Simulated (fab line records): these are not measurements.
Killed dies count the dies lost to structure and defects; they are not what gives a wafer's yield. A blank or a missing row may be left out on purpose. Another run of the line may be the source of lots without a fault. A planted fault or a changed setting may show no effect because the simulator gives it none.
Which tool did it?	flow gf180mcu	12 lots (36 wafers sampled), 1 step of a 602-step route

== WHAT THE GAUGES SHOWED, per wafer ==
GF_PSD_TW_MEAS_11.
lot	measured	on	PSD_TW
L075	day 14 14:20	film-metro-03	3228 3240 3259
L077	day 15 11:56	film-metro-02	3170 3177 3161
L079	day 16 04:45	film-metro-04	3192 3190 3186
L081	day 16 21:44	film-metro-03	3275 3276 3289
L083	day 17 13:32	film-metro-04	3199 3184 3187
L085	day 18 04:08	film-metro-02	3184 3182 3199
L087	day 18 21:59	film-metro-04	3190 3181 3169
L089	day 19 15:30	film-metro-03	3294 3270 3268
L091	day 20 04:59	film-metro-04	3177 3177 3171
L093	day 20 23:50	film-metro-03	3275 3274 3264
L095	day 21 12:50	film-metro-03	3288 3287 3287
L097	day 22 03:24	film-metro-03	3279 3301 3290

== WHICH TOOL RAN EACH LOT (tool, then ch and the chambers of the sampled wafers, then the start) ==
There is no process step in the record ahead of these readings.

== THE ANSWER, worked out from the rows above alone ==
Rule: the lots themselves supply what counts as usual. The widest of any qualifying gaps counts: lots, ordered by their means at a reading, are off when they make up no more than a third of the lots, leave a main group of 4 or more, and stand apart from it by 3 or more times the standard deviation of that group's means. Not used: any main group whose means are identical at the precision the tables above print for the reading. Also off: a lot with no number at a reading for which 4 or more lots have one. All remaining lots with rows at the step are treated as sound.
Across all readings shown, no lot is off: no conclusion can be drawn from this.

== WHAT THE SIMULATOR HAD PUT IN ==
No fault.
